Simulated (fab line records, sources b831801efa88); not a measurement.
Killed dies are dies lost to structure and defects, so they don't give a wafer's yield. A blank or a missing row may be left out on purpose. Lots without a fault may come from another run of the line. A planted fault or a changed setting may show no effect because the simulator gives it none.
fab line records | flow sky130
record lots=5 wafers=15 last_day=50
route steps=708 shown LOCAL_INTERCONNECT@391 CONTACT@406
lots that met no fault: from a run of the same line without faults
start_h: hours from the record's first day to the start of the lot's first wafer shown | wait_h: hours since the lot's step before | " the same as in the row above | L1.1+2: a row that stands for several wafers | - no value, or no start given | * or withheld: withheld | < > ~ a bound
route shown NAME@n: a module of which the file shows steps, and the number in the route of the first | usual: mean/standard deviation of fault-free wafers | same: alike in all rows | chamber/n: place in a boat | sites: the reading at each site | _std_site: their standard deviation | _edge_site: outer sites' mean less inner sites' | radius_mm: how far each site lies from the wafer's centre | mask NAME#n: copy n | behind: the tool/chamber that last shaped the wafer | hold: why the lot was held/for how many hours/how that ended | device: the transistor (n, p or np) that didn't switch | end of line: the same wafers' tests at the end of the route | a step without rows: its recipe alone | killed: dies lost to structure and defects at the first sort, not the wafer's yield | map: a wafer's dies, x killed, . not, _ none there
set.NAME: the setting as run; set.NAME@STEP: as run at that earlier step | model.NAME: the simulator's own value behind a step, which no gauge read
lots at some steps of the route; a table a step, a row a wafer
services: from which hour (start_h, from the record's first day; less than 0 if before it) a tool's chamber was out of use, for how many hours, and why
## steps
# step SKY_LOCAL_INTERCONNECT_HMDS_04
# recipe prime_time_s=60 prime_temp_c=120
# usual chill_plate_temp_C=22.98/0.11
# columns lot.wafer tool chamber start_h wait_h chill_plate_temp_C
L077.2 litho_track-02 0 723.06 0.1 23.07
L077.3 " 0 " " 22.99
L077.6 " 0 " " 22.94
L082.2 litho_track-02 0 757.56 0.1 22.89
L082.4 " 0 " " 22.94
L082.6 " 0 " " 22.86
L087.3 litho_track-03 0 802.88 0.1 23.03
L087.5 " 0 " " 22.91
L087.6 " 0 " " 22.89
L090.1 litho_track-03 0 821.98 0.1 22.90
L090.5 " 0 " " 22.98
L090.6 " 0 " " 22.97
L097.3 litho_track-04 0 866.36 0.1 22.97
L097.5 " 0 " " 23.00
L097.6 " 0 " " 22.96
# step SKY_LOCAL_INTERCONNECT_COAT_05
# recipe resist=BARC temp_c=withheld time_s=withheld spin_rpm=3000 resist_thk_nm=60
# usual chill_plate_temp_C=*
# columns lot.wafer tool chamber start_h wait_h chill_plate_temp_C
L077.2 litho_track-02 0 723.21 0.1 *
L077.3 " 0 " " *
L077.6 " 0 " " *
L082.2 litho_track-02 0 757.71 0.1 *
L082.4 " 0 " " *
L082.6 " 0 " " *
L087.3 litho_track-03 0 803.03 0.1 *
L087.5 " 0 " " *
L087.6 " 0 " " *
L090.1 litho_track-03 0 822.13 0.1 *
L090.5 " 0 " " *
L090.6 " 0 " " *
L097.3 litho_track-04 0 866.51 0.1 *
L097.5 " 0 " " *
L097.6 " 0 " " *
# step SKY_LOCAL_INTERCONNECT_COAT_06
# recipe resist=KrF-thick spin_rpm=3000 resist_thk_nm=450
# usual chill_plate_temp_C=23.02/0.11
# columns lot.wafer tool chamber start_h wait_h chill_plate_temp_C
L077.2 litho_track-02 0 - - 22.80
L077.3 " 0 " " 22.82
L077.6 " 0 " " 22.92
L082.2 litho_track-02 0 - - 23.00
L082.4 " 0 " " 22.99
L082.6 " 0 " " 22.99
L087.3 litho_track-03 0 - - 22.96
L087.5 " 0 " " 22.78
L087.6 " 0 " " 23.08
L090.1 litho_track-03 0 - - 22.83
L090.5 " 0 " " 22.92
L090.6 " 0 " " 22.80
L097.3 litho_track-04 0 - - 23.14
L097.5 " 0 " " 23.17
L097.6 " 0 " " 23.25
# step SKY_LOCAL_INTERCONNECT_SOFTBAKE_07
# recipe temp_c=100 time_s=90 resist=KrF-thick
# usual chill_plate_temp_C=22.99/0.099
# columns lot.wafer tool chamber start_h wait_h chill_plate_temp_C
L077.2 litho_track-02 0 - - 23.00
L077.3 " 0 " " 22.96
L077.6 " 0 " " 23.03
L082.2 litho_track-02 0 - - 23.01
L082.4 " 0 " " 22.94
L082.6 " 0 " " 22.97
L087.3 litho_track-03 0 - - 22.88
L087.5 " 0 " " 23.05
L087.6 " 0 " " 23.03
L090.1 litho_track-03 0 - - 22.99
L090.5 " 0 " " 23.05
L090.6 " 0 " " 22.90
L097.3 litho_track-04 0 - - 23.16
L097.5 " 0 " " 23.10
L097.6 " 0 " " 23.15
# step SKY_LOCAL_INTERCONNECT_EXPOSE_08
# recipe mask_id=LI1M na=0.8 source_shape=annular sigma_inner=0.55 sigma_outer=0.85 target_cd_nm=170 dose_mj=28
# columns lot.wafer tool chamber start_h wait_h mask
L077.2+3+6 krf_scanner-01 0 - - LI1M#0
L082.2+4+6 krf_scanner-02 0 - - LI1M#0
L087.3+5+6 krf_scanner-02 0 - - LI1M#0
L090.1+5+6 krf_scanner-01 0 - - LI1M#0
L097.3+5+6 krf_scanner-02 0 - - LI1M#0
# step SKY_LOCAL_INTERCONNECT_PEB_09
# recipe peb_temp_c=withheld peb_time_s=withheld resist=KrF-thick
# usual chill_plate_temp_C=*
# columns lot.wafer tool chamber start_h wait_h chill_plate_temp_C
L077.2 litho_track-02 0 - - *
L077.3 " 0 " " *
L077.6 " 0 " " *
L082.2 litho_track-03 0 - - *
L082.4 " 0 " " *
L082.6 " 0 " " *
L087.3 litho_track-02 0 - - *
L087.5 " 0 " " *
L087.6 " 0 " " *
L090.1 litho_track-03 0 - - *
L090.5 " 0 " " *
L090.6 " 0 " " *
L097.3 litho_track-04 0 - - *
L097.5 " 0 " " *
L097.6 " 0 " " *
# step SKY_LOCAL_INTERCONNECT_DEVELOP_10
# recipe develop_time_s=60 resist=KrF-thick dev_temp_c=21
# usual chill_plate_temp_C=23.03/0.11
# columns lot.wafer tool chamber start_h wait_h chill_plate_temp_C
L077.2 litho_track-02 0 - - 22.98
L077.3 " 0 " " 23.12
L077.6 " 0 " " 22.91
L082.2 litho_track-03 0 - - 23.16
L082.4 " 0 " " 23.10
L082.6 " 0 " " 23.14
L087.3 litho_track-02 0 - - 23.02
L087.5 " 0 " " 22.94
L087.6 " 0 " " 22.94
L090.1 litho_track-03 0 - - 22.94
L090.5 " 0 " " 22.72
L090.6 " 0 " " 22.79
L097.3 litho_track-04 0 - - 23.03
L097.5 " 0 " " 23.02
L097.6 " 0 " " 23.09
# step SKY_LOCAL_INTERCONNECT_CD_MEAS_11
# recipe target_cd_nm=170
# usual cd_nm=169.6/1.4
# columns lot.wafer tool chamber start_h wait_h cd_nm
L077.2 cd_sem-01 - 736.76 - 167.8
L077.3 " - " " 166.8
L077.6 " - " " 167.7
L082.2 cd_sem-02 - 771.45 - 169.0
L082.4 " - " " 169.8
L082.6 " - " " 169.9
L087.3 cd_sem-01 - 817.43 - 170.4
L087.5 " - " " 170.1
L087.6 " - " " 170.2
L090.1 cd_sem-01 - 835.48 - 170.3
L090.5 " - " " 170.3
L090.6 " - " " 171.8
L097.3 cd_sem-01 - 879.65 - 169.2
L097.5 " - " " 169.5
L097.6 " - " " 170.7
# step SKY_LOCAL_INTERCONNECT_OVL_MEAS_12
# usual LOCAL_INTERCONNECT_OVL=-4/5.6
# columns lot.wafer tool chamber start_h wait_h LOCAL_INTERCONNECT_OVL[nm]
L077.2 overlay-01 - 736.86 0.1 0
L077.3 " - " " 2
L077.6 " - " " 11
L082.2 overlay-02 - 771.56 0.1 -8
L082.4 " - " " -14
L082.6 " - " " -7
L087.3 overlay-01 - 817.52 0.1 3
L087.5 " - " " 9
L087.6 " - " " -4
L090.1 overlay-02 - 835.60 0.1 2
L090.5 " - " " -3
L090.6 " - " " 2
L097.3 overlay-02 - 879.74 0.1 -4
L097.5 " - " " 1
L097.6 " - " " 0
# step SKY_LOCAL_INTERCONNECT_ETCH_13
# recipe chemistry=N2/H2 target=BARC ion_energy_ev=200 bias_w=100 pressure_mtorr=30 n2_flow_sccm=100 h2_flow_sccm=200 icp_w=500 stop_on=SiO2 time_s=45.9 target_depth_a=600
# usual drypump_motor_current_A=5.5/0.52 n2_flow_sccm=99.98/0.28 oes_product_au=0.854/0.0046 throttle_valve_pct=13.225/0.0089
# columns lot.wafer tool chamber start_h wait_h drypump_motor_current_A n2_flow_sccm oes_product_au rf_hours_counter_h throttle_valve_pct
L077.2 rie_metal-02 0 736.89 0.0 5.3 99.95 0.856 13 13.227
L077.3 " 0 " " 5.3 100.00 0.851 - 13.223
L077.6 " 0 " " 5.3 99.94 0.851 - 13.215
L082.2 rie_metal-04 0 771.61 0.0 5.0 99.75 0.858 - 13.231
L082.4 " 0 " " 5.0 99.85 0.856 - 13.214
L082.6 " 0 " " 4.9 99.30 0.854 - 13.219
L087.3 rie_metal-03 0 817.59 0.1 5.6 99.70 0.853 - 13.222
L087.5 " 0 " " 5.6 100.00 0.855 - 13.225
L087.6 " 0 " " 5.6 99.81 0.853 - 13.225
L090.1 rie_metal-04 0 835.64 0.0 5.0 100.25 0.856 1 13.229
L090.5 " 0 " " 5.0 99.88 0.859 - 13.219
L090.6 " 1 " " 5.9 99.76 0.858 - 13.231
L097.3 rie_metal-03 1 879.79 0.0 6.5 99.68 0.852 - 13.224
L097.5 " 0 " " 5.6 100.12 0.848 - 13.226
L097.6 " 1 " " 6.5 100.17 0.853 - 13.221
# step SKY_LOCAL_INTERCONNECT_METAL_ETCH_14
# recipe target_depth_nm=110 stop_on=PSG chemistry=Cl2/BCl3 target=TiN resist_sidewall_deg=88 pressure_mtorr=10 icp_w=900 bias_w=48.5 Cl2_flow_sccm=60 bcl3_flow_sccm=30 time_s=31.4
# usual drypump_motor_current_A=5.5/0.52 oes_product_au=0.942/0.0088 throttle_valve_pct=21.900/0.01
# columns lot.wafer tool chamber start_h wait_h drypump_motor_current_A oes_product_au rf_hours_counter_h throttle_valve_pct
L077.2 rie_metal-02 0 736.96 0.0 5.3 0.943 13 21.899
L077.3 " 0 " " 5.3 0.948 - 21.895
L077.6 " 0 " " 5.3 0.946 - 21.890
L082.2 rie_metal-04 0 771.73 0.1 5.0 0.951 - 21.893
L082.4 " 0 " " 4.9 0.946 - 21.897
L082.6 " 0 " " 5.0 0.952 - 21.886
L087.3 rie_metal-03 0 817.70 0.1 5.5 0.932 - 21.902
L087.5 " 0 " " 5.5 0.925 - 21.919
L087.6 " 0 " " 5.6 0.930 - 21.895
L090.1 rie_metal-04 0 835.70 0.0 5.0 0.954 1 21.877
L090.5 " 0 " " 4.9 0.960 - 21.893
L090.6 " 1 " " 5.9 0.964 - 21.889
L097.3 rie_metal-03 1 879.87 0.1 6.4 0.949 - 21.891
L097.5 " 0 " " 5.6 0.941 - 21.883
L097.6 " 1 " " 6.5 0.944 - 21.895
# step SKY_LOCAL_INTERCONNECT_STRIP_15
# recipe chemistry=O2/N2 power_w=1400 pressure_mtorr=1500 platen_temp_c=withheld o2_flow_sccm=3000 n2_flow_sccm=300 overash_fraction=0.5
# usual drypump_motor_current_A=5.55/0.24 n2_flow_sccm=299.9/1.1 oes_product_au=0.427/0.0047 strip_time_to_endpoint_s=4.722/0.02
# columns lot.wafer tool chamber start_h wait_h drypump_motor_current_A n2_flow_sccm oes_product_au rf_hours_counter_h strip_time_to_endpoint_s
L077.2 plasma_asher-02 1 737.01 0.0 5.46 299.5 0.433 93 4.712
L077.3 " 1 " " 5.48 298.4 0.422 - 4.723
L077.6 " 0 " " 5.69 300.1 0.425 - 4.735
L082.2 plasma_asher-04 0 771.82 0.1 5.10 300.2 0.428 3 4.725
L082.4 " 1 " " 5.71 299.3 0.426 - 4.720
L082.6 " 1 " " 5.72 300.7 0.430 - 4.716
L087.3 plasma_asher-01 1 817.81 0.1 5.52 299.9 0.429 - 4.736
L087.5 " 1 " " 5.53 298.9 0.425 - 4.747
L087.6 " 0 " " 5.82 299.9 0.430 - 4.754
L090.1 plasma_asher-04 1 835.75 0.0 5.70 300.0 0.426 9 4.720
L090.5 " 0 " " 5.10 299.4 0.420 - 4.743
L090.6 " 1 " " 5.70 300.6 0.423 - 4.743
L097.3 plasma_asher-04 1 879.95 0.1 5.70 300.7 0.431 - 4.725
L097.5 " 1 " " 5.71 300.7 0.428 - 4.711
L097.6 " 0 " " 5.11 298.6 0.429 - 4.714
# step SKY_LOCAL_INTERCONNECT_STRIP_16
# recipe chemistry=post_etch_residue_remover time_s=1200 temp_c=72.5
# columns lot.wafer tool chamber start_h wait_h
L077.2+3+6 wet_bench-01 0 737.11 0.1
L082.2+4+6 wet_bench-04 3 771.92 0.1
L087.3+5+6 wet_bench-02 3 817.87 0.0
L090.1+5+6 wet_bench-02 0 835.85 0.1
L097.3+5+6 wet_bench-01 0 880.02 0.0
# step SKY_LOCAL_INTERCONNECT_CLEAN_17
# recipe chemistry=IPA time_s=180 temp_c=25
# columns lot.wafer tool chamber start_h wait_h
L077.2+3+6 wet_bench-02 0 737.45 0.0
L082.2+4+6 wet_bench-01 0 772.26 0.0
L087.3+5+6 wet_bench-04 3 818.21 0.0
L090.1+5+6 wet_bench-04 1 836.23 0.0
L097.3+5+6 wet_bench-04 1 880.36 0.0
# step SKY_LOCAL_INTERCONNECT_CLEAN_18
# recipe chemistry=O3/DIW dry=n2_spin
# columns lot.wafer tool chamber start_h wait_h
L077.2+3+6 wet_bench-04 1 737.51 0.0
L082.2+4+6 wet_bench-04 3 772.32 0.0
L087.3+5+6 wet_bench-02 1 818.27 0.0
L090.1+5+6 wet_bench-02 3 836.29 0.0
L097.3+5+6 wet_bench-01 1 880.42 0.0
# step SKY_CONTACT_CVD_00
# recipe material=Si3N4 target_thk_nm=75 temp_c=400 time_s=withheld rf_w=450
# usual heater_power_w=691/89
# columns lot.wafer tool chamber start_h wait_h heater_power_w
L077.2 pecvd-03 0 737.61 0.0 567
L077.3 " 1 " " 814
L077.6 " 2 " " 716
L082.2 pecvd-02 1 772.41 0.0 598
L082.4 " 1 " " 587
L082.6 " 0 " " 740
L087.3 pecvd-01 2 818.36 0.0 703
L087.5 " 0 " " 815
L087.6 " 2 " " 715
L090.1 pecvd-03 0 836.39 0.0 613
L090.5 " 0 " " 640
L090.6 " 1 " " 830
L097.3 pecvd-01 0 880.52 0.0 776
L097.5 " 0 " " 814
L097.6 " 1 " " 503
# step SKY_CONTACT_THK_MEAS_01
# recipe reads=Si3N4_of_CONTACT_CVD_00
# usual CONTACT_CVD_00_THK=74.9/0.97
# columns lot.wafer tool chamber start_h wait_h CONTACT_CVD_00_THK[nm]
L077.2 film_metro-03 - 737.65 - 74.6
L077.3 " - " " 75.3
L077.6 " - " " 76.0
L082.2 film_metro-01 - 772.45 - 74.8
L082.4 " - " " 76.1
L082.6 " - " " 77.2
L087.3 film_metro-03 - 818.42 - 75.1
L087.5 " - " " 75.4
L087.6 " - " " 75.3
L090.1 film_metro-02 - 836.42 - 74.2
L090.5 " - " " 75.1
L090.6 " - " " 75.2
L097.3 film_metro-01 - 880.57 - 75.6
L097.5 " - " " 76.1
L097.6 " - " " 76.5
# step SKY_CONTACT_HDPCVD_02
# recipe material=SiO2 target_thk_nm=565 sigma_open_frac=0.3 time_s=94.2 temp_c=600 sih4_flow_sccm=60 pressure_mtorr=6
# columns lot.wafer tool chamber start_h wait_h
L077.2+3+6 hdpcvd-01 2,0,1 737.70 0.0
L082.2+4+6 hdpcvd-02 1,1,0 772.50 0.0
L087.3+5+6 hdpcvd-02 2,1,0 818.46 0.0
L090.1+5+6 hdpcvd-01 2,1,2 836.48 0.1
L097.3+5+6 hdpcvd-01 0,0,1 880.61 0.0
# step SKY_CONTACT_THK_MEAS_03
# recipe reads=SiO2_of_CONTACT_HDPCVD_02
# usual CONTACT_HDPCVD_THK=566/5.5
# columns lot.wafer tool chamber start_h wait_h CONTACT_HDPCVD_THK[nm]
L077.2 film_metro-01 - 737.78 0.0 564
L077.3 " - " " 565
L077.6 " - " " 574
L082.2 film_metro-03 - 772.58 0.0 571
L082.4 " - " " 566
L082.6 " - " " 562
L087.3 film_metro-01 - 818.55 0.1 566
L087.5 " - " " 572
L087.6 " - " " 563
L090.1 film_metro-03 - 836.55 0.0 558
L090.5 " - " " 575
L090.6 " - " " 561
L097.3 film_metro-03 - 880.70 0.1 556
L097.5 " - " " 560
L097.6 " - " " 567
# step SKY_CONTACT_CMP_04
# recipe material=SiO2 down_force_psi=4 platen_rpm=60 pad_velocity_m_s=0.94248
# usual motor_current_A=11.3/0.96 slurry_flow_ml_min=150.1/0.48 time_to_endpoint_s=82/4.2
# columns lot.wafer tool chamber start_h wait_h motor_current_A slurry_flow_ml_min time_to_endpoint_s
L077.2 cmp-02 0 737.83 0.0 10.8 150.4 83
L077.3 " 2 " " 9.6 150.1 82
L077.6 " 0 " " 10.8 150.0 89
L082.4 cmp-01 1 772.73 0.1 10.8 150.2 78
L082.2 " 2 " " 12.6 149.8 80
L082.6 " 3 " " 12.1 150.1 79
L087.3 cmp-02 1 818.59 0.0 11.6 150.0 82
L087.6 " 1 " " 11.6 149.8 81
L087.5 " 2 " " 9.3 149.9 90
L090.1 cmp-01 3 836.61 0.1 12.0 150.9 75
L090.5 " 3 " " 12.2 150.8 81
L090.6 " 0 " " 12.4 149.5 80
L097.3 cmp-02 3 880.77 0.1 12.2 150.2 83
L097.5 " 3 " " 11.6 149.5 84
L097.6 " 0 " " 11.1 150.0 85
# step SKY_CONTACT_BOW_MEAS_05
# recipe mode=bow
# usual CONTACT_BOW=81/7
# columns lot.wafer tool chamber start_h wait_h CONTACT_BOW[um]
L077.2 film_metro-03 - 738.15 0.3 85
L077.3 " - " " 78
L077.6 " - " " 82
L082.2 film_metro-03 - 772.95 0.1 82
L082.4 " - " " 85
L082.6 " - " " 87
L087.3 film_metro-03 - 818.93 0.3 83
L087.5 " - " " 89
L087.6 " - " " 93
L090.1 film_metro-02 - 836.91 0.2 63
L090.5 " - " " 80
L090.6 " - " " 81
L097.3 film_metro-03 - 881.11 0.3 88
L097.5 " - " " 84
L097.6 " - " " 85
# step SKY_CONTACT_DEHYDRATE_06
# recipe temp_c=200 time_s=60
# usual chill_plate_temp_C=22.99/0.096
# columns lot.wafer tool chamber start_h wait_h chill_plate_temp_C
L077.2 litho_track-01 0 751.67 13.5 22.96
L077.3 " 0 " " 22.97
L077.6 " 0 " " 22.87
L082.2 litho_track-03 0 786.36 13.4 23.14
L082.4 " 0 " " 23.10
L082.6 " 0 " " 23.00
L087.3 litho_track-03 0 831.03 12.1 22.98
L087.5 " 0 " " 23.01
L087.6 " 0 " " 22.99
L090.1 litho_track-03 0 849.38 12.5 22.99
L090.5 " 0 " " 23.00
L090.6 " 0 " " 22.94
L097.3 litho_track-01 0 893.35 12.2 23.01
L097.5 " 0 " " 22.96
L097.6 " 0 " " 23.06
# step SKY_CONTACT_HMDS_07
# recipe prime_time_s=60 prime_temp_c=120
# usual chill_plate_temp_C=23.00/0.11
# columns lot.wafer tool chamber start_h wait_h chill_plate_temp_C
L077.2 litho_track-01 0 751.82 0.1 22.92
L077.3 " 0 " " 23.06
L077.6 " 0 " " 23.04
L082.2 litho_track-03 0 786.51 0.1 23.14
L082.4 " 0 " " 23.05
L082.6 " 0 " " 23.18
L087.3 litho_track-03 0 831.18 0.1 22.98
L087.5 " 0 " " 23.06
L087.6 " 0 " " 23.14
L090.1 litho_track-03 0 849.53 0.1 22.93
L090.5 " 0 " " 23.15
L090.6 " 0 " " 22.88
L097.3 litho_track-01 0 893.50 0.1 22.94
L097.5 " 0 " " 23.06
L097.6 " 0 " " 23.22
# step SKY_CONTACT_COAT_08
# recipe resist=BARC temp_c=withheld time_s=withheld spin_rpm=3000 resist_thk_nm=60
# usual chill_plate_temp_C=*
# columns lot.wafer tool chamber start_h wait_h chill_plate_temp_C
L077.2 litho_track-01 0 751.97 0.1 *
L077.3 " 0 " " *
L077.6 " 0 " " *
L082.2 litho_track-03 0 786.66 0.1 *
L082.4 " 0 " " *
L082.6 " 0 " " *
L087.3 litho_track-03 0 831.33 0.1 *
L087.5 " 0 " " *
L087.6 " 0 " " *
L090.1 litho_track-03 0 849.68 0.1 *
L090.5 " 0 " " *
L090.6 " 0 " " *
L097.3 litho_track-01 0 893.65 0.1 *
L097.5 " 0 " " *
L097.6 " 0 " " *
# step SKY_CONTACT_COAT_09
# recipe resist=KrF-thick spin_rpm=3000 resist_thk_nm=450
# usual chill_plate_temp_C=22.98/0.12
# columns lot.wafer tool chamber start_h wait_h chill_plate_temp_C
L077.2 litho_track-01 0 - - 22.88
L077.3 " 0 " " 22.98
L077.6 " 0 " " 22.92
L082.2 litho_track-03 0 - - 22.91
L082.4 " 0 " " 23.00
L082.6 " 0 " " 22.77
L087.3 litho_track-03 0 - - 23.06
L087.5 " 0 " " 23.02
L087.6 " 0 " " 23.03
L090.1 litho_track-03 0 - - 22.91
L090.5 " 0 " " 23.03
L090.6 " 0 " " 23.13
L097.3 litho_track-01 0 - - 23.11
L097.5 " 0 " " 23.20
L097.6 " 0 " " 23.17
# step SKY_CONTACT_SOFTBAKE_10
# recipe temp_c=100 time_s=90 resist=KrF-thick
# usual chill_plate_temp_C=22.99/0.097
# columns lot.wafer tool chamber start_h wait_h chill_plate_temp_C
L077.2 litho_track-01 0 - - 22.87
L077.3 " 0 " " 22.90
L077.6 " 0 " " 23.07
L082.2 litho_track-03 0 - - 23.07
L082.4 " 0 " " 23.02
L082.6 " 0 " " 23.08
L087.3 litho_track-03 0 - - 22.94
L087.5 " 0 " " 22.93
L087.6 " 0 " " 22.91
L090.1 litho_track-03 0 - - 22.87
L090.5 " 0 " " 22.91
L090.6 " 0 " " 22.85
L097.3 litho_track-01 0 - - 23.11
L097.5 " 0 " " 22.88
L097.6 " 0 " " 22.88
# step SKY_CONTACT_EXPOSE_11
# recipe mask_id=CTM1 na=0.8 source_shape=annular sigma_inner=0.55 sigma_outer=0.85 target_cd_nm=170 dose_mj=38
# columns lot.wafer tool chamber start_h wait_h mask
L077.2+3+6 krf_scanner-02 0 - - CTM1#0
L082.2+4+6 krf_scanner-01 0 - - CTM1#0
L087.3+5+6 krf_scanner-01 0 - - CTM1#0
L090.1+5+6 krf_scanner-02 0 - - CTM1#0
L097.3+5+6 krf_scanner-01 0 - - CTM1#0
# step SKY_CONTACT_PEB_12
# recipe peb_temp_c=withheld peb_time_s=withheld resist=KrF-thick
# usual chill_plate_temp_C=*
# columns lot.wafer tool chamber start_h wait_h chill_plate_temp_C
L077.2 litho_track-04 0 - - *
L077.3 " 0 " " *
L077.6 " 0 " " *
L082.2 litho_track-03 0 - - *
L082.4 " 0 " " *
L082.6 " 0 " " *
L087.3 litho_track-04 0 - - *
L087.5 " 0 " " *
L087.6 " 0 " " *
L090.1 litho_track-04 0 - - *
L090.5 " 0 " " *
L090.6 " 0 " " *
L097.3 litho_track-04 0 - - *
L097.5 " 0 " " *
L097.6 " 0 " " *
# step SKY_CONTACT_DEVELOP_13
# recipe develop_time_s=60 resist=KrF-thick dev_temp_c=21
# usual chill_plate_temp_C=23.02/0.099
# columns lot.wafer tool chamber start_h wait_h chill_plate_temp_C
L077.2 litho_track-04 0 - - 22.95
L077.3 " 0 " " 23.19
L077.6 " 0 " " 23.08
L082.2 litho_track-03 0 - - 22.99
L082.4 " 0 " " 23.07
L082.6 " 0 " " 23.15
L087.3 litho_track-04 0 - - 23.03
L087.5 " 0 " " 22.99
L087.6 " 0 " " 22.95
L090.1 litho_track-04 0 - - 22.93
L090.5 " 0 " " 23.03
L090.6 " 0 " " 23.03
L097.3 litho_track-04 0 - - 22.99
L097.5 " 0 " " 22.96
L097.6 " 0 " " 22.88
# step SKY_CONTACT_CD_MEAS_14
# recipe target_cd_nm=170
# usual cd_nm=170.7/1.6
# columns lot.wafer tool chamber start_h wait_h cd_nm
L077.2 cd_sem-02 - 766.03 - 172.4
L077.3 " - " " 173.9
L077.6 " - " " 174.5
L082.2 cd_sem-01 - 799.90 - 169.8
L082.4 " - " " 169.8
L082.6 " - " " 169.4
L087.3 cd_sem-02 - 845.30 - 171.5
L087.5 " - " " 170.2
L087.6 " - " " 170.2
L090.1 cd_sem-02 - 863.06 - 168.5
L090.5 " - " " 169.2
L090.6 " - " " 169.3
L097.3 cd_sem-02 - 906.54 - 169.4
L097.5 " - " " 170.3
L097.6 " - " " 170.8
# step SKY_CONTACT_OVL_MEAS_15
# usual CONTACT_OVL=-2/4.6
# columns lot.wafer tool chamber start_h wait_h CONTACT_OVL[nm]
L077.2 overlay-02 - 766.14 0.1 4
L077.3 " - " " -2
L077.6 " - " " -6
L082.2 overlay-01 - 800.01 0.1 -2
L082.4 " - " " 0
L082.6 " - " " 6
L087.3 overlay-01 - 845.39 0.1 -4
L087.5 " - " " -6
L087.6 " - " " 2
L090.1 overlay-01 - 863.18 0.1 3
L090.5 " - " " -2
L090.6 " - " " 3
L097.3 overlay-02 - 906.64 0.1 2
L097.5 " - " " -4
L097.6 " - " " 3
# step SKY_CONTACT_ETCH_16
# recipe chemistry=N2/H2 target=BARC ion_energy_ev=200 source_w=500 bias_w=100 pressure_mtorr=30 n2_flow_sccm=100 h2_flow_sccm=200 stop_on=SiO2 time_s=45.9 target_depth_a=600
# usual drypump_motor_current_A=5.81/0.27 n2_flow_sccm=100.03/0.29 oes_product_au=0.855/0.0046 throttle_valve_pct=13.224/0.0094
# columns lot.wafer tool chamber start_h wait_h drypump_motor_current_A n2_flow_sccm oes_product_au rf_hours_counter_h throttle_valve_pct
L077.2 rie_diel-03 0 766.17 0.0 5.97 99.80 0.852 9 13.214
L077.3 " 1 " " 5.58 99.83 0.857 6 13.228
L077.6 " 2 " " 5.35 100.05 0.857 - 13.226
L082.2 rie_diel-02 1 800.04 0.0 5.75 100.02 0.856 12 13.246
L082.4 " 2 " " 6.14 99.96 0.855 13 13.227
L082.6 " 0 " " 5.45 100.34 0.852 - 13.221
L087.3 rie_diel-03 2 845.42 0.0 5.33 100.53 0.865 23 13.227
L087.5 " 0 " " 6.00 99.52 0.856 - 13.231
L087.6 " 3 " " 5.76 100.00 0.857 - 13.235
L090.1 rie_diel-02 2 863.22 0.0 6.14 99.84 0.848 15 13.217
L090.5 " 3 " " 6.05 100.03 0.859 - 13.225
L090.6 " 2 " " 6.14 100.10 0.865 - 13.225
L097.3 rie_diel-01 1 906.66 0.0 6.23 99.89 0.854 14 13.220
L097.5 " 0 " " 5.60 100.18 0.858 - 13.222
L097.6 " 1 " " 6.19 99.83 0.857 - 13.237
# step SKY_CONTACT_ETCH_17
# recipe target=SiO2 chemistry=C4F8/O2/Ar stop_on=Si3N4 mask_material=KrF-thick source_w=1500 bias_w=1200 pressure_mtorr=40 c4f8_flow_sccm=withheld O2_flow_sccm=6 Ar_flow_sccm=300 time_s=withheld target_depth_a=3400
# usual oes_product_au=0.892/0.0055
# columns lot.wafer tool chamber start_h wait_h oes_product_au
L077.2 rie_diel-03 0 766.21 0.0 0.891
L077.3 " 1 " " 0.891
L077.6 " 2 " " 0.892
L082.2 rie_diel-02 1 800.08 0.0 0.888
L082.4 " 2 " " 0.895
L082.6 " 0 " " 0.895
L087.3 rie_diel-03 2 845.46 0.0 0.894
L087.5 " 0 " " 0.889
L087.6 " 3 " " 0.883
L090.1 rie_diel-02 2 863.26 0.0 0.892
L090.5 " 3 " " 0.892
L090.6 " 2 " " 0.893
L097.3 rie_diel-01 1 906.70 0.0 0.890
L097.5 " 0 " " 0.893
L097.6 " 1 " " 0.890
# step SKY_CONTACT_ETCH_18
# recipe target=Si3N4 chemistry=CHF3/O2 stop_on=TiN source_w=600 bias_w=200 pressure_mtorr=40 chf3_flow_sccm=50 O2_flow_sccm=5 time_s=39 target_depth_a=750
# usual drypump_motor_current_A=5.80/0.27 oes_product_au=0.854/0.0073 throttle_valve_pct=8.793/0.0087
# columns lot.wafer tool chamber start_h wait_h drypump_motor_current_A oes_product_au rf_hours_counter_h throttle_valve_pct
L077.2 rie_diel-03 0 - - 6.00 0.851 9 8.772
L077.3 " 1 " " 5.54 0.848 6 8.802
L077.6 " 2 " " 5.34 0.867 - 8.777
L082.2 rie_diel-02 1 - - 5.67 0.849 12 8.799
L082.4 " 2 " " 6.16 0.861 13 8.799
L082.6 " 0 " " 5.46 0.865 - 8.817
L087.3 rie_diel-03 2 - - 5.33 0.856 23 8.790
L087.5 " 0 " " 5.97 0.859 - 8.794
L087.6 " 3 " " 5.74 0.859 - 8.797
L090.1 rie_diel-02 2 - - 6.15 0.846 15 8.792
L090.5 " 3 " " 6.01 0.858 - 8.787
L090.6 " 2 " " 6.15 0.856 - 8.790
L097.3 rie_diel-01 1 - - 6.19 0.858 14 8.809
L097.5 " 0 " " 5.60 0.858 - 8.791
L097.6 " 1 " " 6.22 0.864 - 8.798
## services
# columns tool chamber start_h hours kind
plasma_asher-04 - 733.75 9.0 pm
krf_scanner-02 - 740.75 0.3 repair
hdpcvd-01 - 741.63 0.5 repair
cmp-02 - 744.23 4.0 pm
krf_scanner-02 - 759.70 0.9 repair
krf_scanner-01 - 762.42 0.8 pm
krf_scanner-01 - 764.74 4.4 pm
krf_scanner-02 - 773.82 1.0 pm
hdpcvd-01 1 777.90 20.7 repair
krf_scanner-01 - 779.50 1.3 pm
rie_diel-02 1 789.25 8.6 repair
krf_scanner-02 - 789.62 1.3 pm
krf_scanner-01 - 794.07 6.2 repair
rie_diel-03 - 806.87 0.6 repair
krf_scanner-01 - 810.78 0.6 repair
rie_diel-03 3 811.05 7.2 repair
krf_scanner-01 - 835.13 1.0 pm
wet_bench-01 - 850.22 1.7 repair
krf_scanner-02 - 860.58 0.3 repair
rie_diel-02 - 860.85 1.1 repair
krf_scanner-02 - 866.04 0.8 pm
rie_diel-03 2 883.51 2.9 repair
krf_scanner-02 - 893.80 4.4 pm
wet_bench-01 - 901.53 4.4 pm
## key
fault none
